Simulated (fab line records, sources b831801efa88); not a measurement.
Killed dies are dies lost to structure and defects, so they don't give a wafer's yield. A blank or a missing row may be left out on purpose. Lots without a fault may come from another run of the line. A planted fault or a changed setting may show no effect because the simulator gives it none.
fab line records | flow sky130
record lots=7 wafers=21 last_day=50
route steps=708 shown NWELL@79 PWDE@84 VT_ADJUST_HVTP@85
lots that met no fault: from a run of the same line without faults
start_h: hours from the record's first day to the start of the lot's first wafer shown | wait_h: hours since the lot's step before | " the same as in the row above | L1.1+2: a row that stands for several wafers | - no value, or no start given | * or withheld: withheld | < > ~ a bound
route shown NAME@n: a module of which the file shows steps, and the number in the route of the first | usual: mean/standard deviation of fault-free wafers | same: alike in all rows | chamber/n: place in a boat | sites: the reading at each site | _std_site: their standard deviation | _edge_site: outer sites' mean less inner sites' | radius_mm: how far each site lies from the wafer's centre | mask NAME#n: copy n | behind: the tool/chamber that last shaped the wafer | hold: why the lot was held/for how many hours/how that ended | device: the transistor (n, p or np) that didn't switch | end of line: the same wafers' tests at the end of the route | a step without rows: its recipe alone | killed: dies lost to structure and defects at the first sort, not the wafer's yield | map: a wafer's dies, x killed, . not, _ none there
set.NAME: the setting as run; set.NAME@STEP: as run at that earlier step | model.NAME: the simulator's own value behind a step, which no gauge read
lots at some steps of the route; a table a step, a row a wafer
## steps
# step SKY_NWELL_TW_MEAS_26
# usual NWELL_2_TW=495/3.5
# columns lot.wafer tool chamber start_h wait_h NWELL_2_TW
L142.2 film_metro-02 - 134.21 0.1 495
L142.4 " - " " 496
L142.5 " - " " 498
L143.1 film_metro-01 - 142.87 0.1 497
L143.3 " - " " 495
L143.4 " - " " 494
L144.1 film_metro-02 - 147.71 0.1 499
L144.5 " - " " 499
L144.6 " - " " 500
L145.3 film_metro-03 - 149.67 0.1 491
L145.4 " - " " 492
L145.6 " - " " 490
L146.3 film_metro-01 - 163.14 0.1 497
L146.4 " - " " 497
L146.6 " - " " 497
L154.2 film_metro-02 - 208.07 0.1 499
L154.3 " - " " 499
L154.6 " - " " 495
L158.1 film_metro-03 - 234.87 0.1 491
L158.4 " - " " 491
L158.5 " - " " 493
# step SKY_NWELL_CLEAN_27
# recipe chemistry=SC1/SC2 mix=1:4:20 temp_c=70 time_s=150 dry=n2_spin
# step SKY_NWELL_RTA_28
# recipe temp_c=1050 time_s=30 idle_temp_c=650 ramp_up_c_per_s=150 ramp_down_c_per_s=90 ambient=N2
# usual lamp_power_pct=25.31/0.052 ramp_down_c_per_s=90.000/0.017 wafer_temp_C_max=1055.0/1
# columns lot.wafer tool chamber start_h wait_h lamp_power_pct ramp_down_c_per_s wafer_temp_C_max
L142.2 rtp_anneal-02 0 134.33 0.0 25.26 90.029 1054.6
L142.4 " 0 " " 25.38 90.025 1054.2
L142.5 " 0 " " 25.33 89.999 1057.0
L143.1 rtp_anneal-01 0 142.98 0.0 25.40 90.006 1055.0
L143.3 " 0 " " 25.37 89.993 1054.1
L143.4 " 0 " " 25.39 90.003 1055.6
L144.1 rtp_anneal-02 0 147.82 0.0 25.30 90.022 1054.2
L144.5 " 0 " " 25.27 90.000 1054.5
L144.6 " 0 " " 25.36 89.996 1056.3
L145.3 rtp_anneal-01 0 149.80 0.0 25.41 90.036 1054.2
L145.4 " 0 " " 25.29 89.997 1054.9
L145.6 " 0 " " 25.31 89.995 1054.7
L146.3 rtp_anneal-02 0 163.27 0.0 25.27 89.993 1053.1
L146.4 " 0 " " 25.24 90.010 1056.1
L146.6 " 0 " " 25.41 90.032 1054.1
L154.2 rtp_anneal-01 0 208.19 0.0 25.26 90.015 1055.4
L154.3 " 0 " " 25.32 90.019 1053.6
L154.6 " 0 " " 25.39 89.982 1054.5
L158.1 rtp_anneal-02 0 234.99 0.0 25.33 90.011 1055.5
L158.4 " 0 " " 25.34 89.991 1056.5
L158.5 " 0 " " 25.37 90.002 1054.7
# step SKY_NWELL_RS_MEAS_29
# recipe thk_meas_gauge=four-point-probe
# usual NWELL_RS=625.1/1.6
# columns lot.wafer tool chamber start_h wait_h NWELL_RS[ohm/sq]
L142.2 film_metro-01 - 134.43 0.1 622.4
L142.4 " - " " 624.1
L142.5 " - " " 623.7
L143.1 film_metro-01 - 143.08 0.1 624.8
L143.3 " - " " 623.6
L143.4 " - " " 624.4
L144.1 film_metro-03 - 147.92 0.1 627.0
L144.5 " - " " 627.0
L144.6 " - " " 626.3
L145.3 film_metro-02 - 149.90 0.1 625.3
L145.4 " - " " 625.5
L145.6 " - " " 626.9
L146.3 film_metro-03 - 163.37 0.1 625.3
L146.4 " - " " 625.1
L146.6 " - " " 626.1
L154.2 film_metro-01 - 208.30 0.1 623.7
L154.3 " - " " 624.0
L154.6 " - " " 623.5
L158.1 film_metro-01 - 235.09 0.1 624.3
L158.4 " - " " 624.8
L158.5 " - " " 626.1
# step SKY_NWELL_RS_MEAS_31
# recipe thk_meas_gauge=four-point-probe
# usual PWDE_RS=5358/23
# columns lot.wafer tool chamber start_h wait_h PWDE_RS[ohm/sq]
L142.2 film_metro-01 - 134.67 0.1 5369
L142.4 " - " " 5396
L142.5 " - " " 5363
L143.1 film_metro-01 - 143.32 0.1 5361
L143.3 " - " " 5353
L143.4 " - " " 5350
L144.1 film_metro-03 - 148.16 0.1 5361
L144.5 " - " " 5369
L144.6 " - " " 5354
L145.3 film_metro-02 - 150.14 0.1 5351
L145.4 " - " " 5354
L145.6 " - " " 5372
L146.3 film_metro-03 - 163.61 0.1 5343
L146.4 " - " " 5336
L146.6 " - " " 5342
L154.2 film_metro-01 - 208.54 0.1 5332
L154.3 " - " " 5353
L154.6 " - " " 5329
L158.1 film_metro-01 - 235.33 0.1 5389
L158.4 " - " " 5378
L158.5 " - " " 5381
# step SKY_VT_ADJUST_HVTP_DEHYDRATE_00
# recipe temp_c=200 time_s=60
# step SKY_VT_ADJUST_HVTP_HMDS_01
# recipe prime_time_s=60 prime_temp_c=120
# step SKY_VT_ADJUST_HVTP_COAT_02
# recipe resist=NOVOLAK spin_rpm=3000 resist_thk_nm=1140
# step SKY_VT_ADJUST_HVTP_SOFTBAKE_03
# recipe temp_c=90 time_s=60 resist=NOVOLAK
# step SKY_VT_ADJUST_HVTP_EXPOSE_04
# recipe mask_id=HVTPM na=0.6 source_shape=conventional sigma_outer=0.6 polarization=unpolarized target_cd_nm=380 dose_mj=140
# step SKY_VT_ADJUST_HVTP_PEB_05
# recipe temp_c=withheld time_s=* resist=NOVOLAK
# step SKY_VT_ADJUST_HVTP_DEVELOP_06
# recipe resist=NOVOLAK developer=TMAH develop_time_s=60 dev_temp_c=23
# usual chill_plate_temp_C=23.00/0.1 develop_time_s=60/0 resist_line_temp_C=23.00/0.1
# columns lot.wafer tool chamber start_h wait_h chill_plate_temp_C develop_time_s resist_line_temp_C
L142.2 litho_track-02 0 153.79 0.1 22.96 60 22.90
L142.4 " 0 " " 22.83 60 22.96
L142.5 " 0 " " 22.80 60 23.05
L143.1 litho_track-02 - 163.82 0.1 - - -
L143.3 " - " " - - -
L143.4 " - " " - - -
L144.1 litho_track-01 - 168.58 0.1 - - -
L144.5 " - " " - - -
L144.6 " - " " - - -
L145.3 litho_track-04 - 171.44 0.1 - - -
L145.4 " - " " - - -
L145.6 " - " " - - -
L146.3 litho_track-02 0 183.37 0.1 22.99 60 22.99
L146.4 " 0 " " 23.03 60 23.02
L146.6 " 0 " " 23.05 60 22.99
L154.2 litho_track-04 0 230.71 0.1 22.95 60 23.06
L154.3 " 0 " " 22.98 60 23.14
L154.6 " 0 " " 22.99 60 22.97
L158.1 litho_track-02 0 258.97 0.1 22.95 60 22.82
L158.4 " 0 " " 23.02 60 22.86
L158.5 " 0 " " 23.05 60 22.79
# step SKY_VT_ADJUST_HVTP_CD_MEAS_07
# recipe target_cd_nm=380
# usual cd_nm=380.0/2.7
# columns lot.wafer tool chamber start_h wait_h cd_nm
L142.2 cd_sem-02 - 153.94 0.1 375.9
L142.4 " - " " 377.0
L142.5 " - " " 373.2
L143.1 cd_sem-02 - 163.97 0.1 -
L143.3 " - " " -
L143.4 " - " " -
L144.1 cd_sem-02 - 168.73 0.1 -
L144.5 " - " " -
L144.6 " - " " -
L145.3 cd_sem-02 - 171.58 0.1 -
L145.4 " - " " -
L145.6 " - " " -
L146.3 cd_sem-02 - 183.51 0.1 380.7
L146.4 " - " " 378.7
L146.6 " - " " 383.8
L154.2 cd_sem-02 - 230.86 0.1 379.7
L154.3 " - " " 378.5
L154.6 " - " " 377.3
L158.1 cd_sem-01 - 259.12 0.1 377.7
L158.4 " - " " 376.5
L158.5 " - " " 377.8
## key
first_sign step=SKY_VT_ADJUST_HVTP_DEVELOP_06 reading=tool_record direction=missing
effect none on later readings
met_at SKY_VT_ADJUST_HVTP_DEVELOP_06
struck_wafers L143.1,L143.3,L143.4,L144.1,L144.5,L144.6,L145.3,L145.4,L145.6
sort_left_out L143.1,L143.3,L143.4,L144.1,L144.5,L144.6,L145.3,L145.4,L145.6
tester_left_out L143,L144,L145
onset_between 153.79 163.82
fault kind=skipped_step_whole tool=litho_track-01,litho_track-02,litho_track-04 chamber=- onset_h=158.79 steps=SKY_VT_ADJUST_HVTP_DEVELOP_06 scope=struck_lots_only
# tester_left_out: of these lots the tester's yield and bins aren't shown, on N5 and GAA mostly nor the transistor test; their killed dies are dies lost to structure and defects alone, not to doping, threshold or leakage, so they don't give the yield
# sort_left_out: the simulated sort isn't trusted on such a fault, so these wafers' sort isn't shown, and their yield isn't known
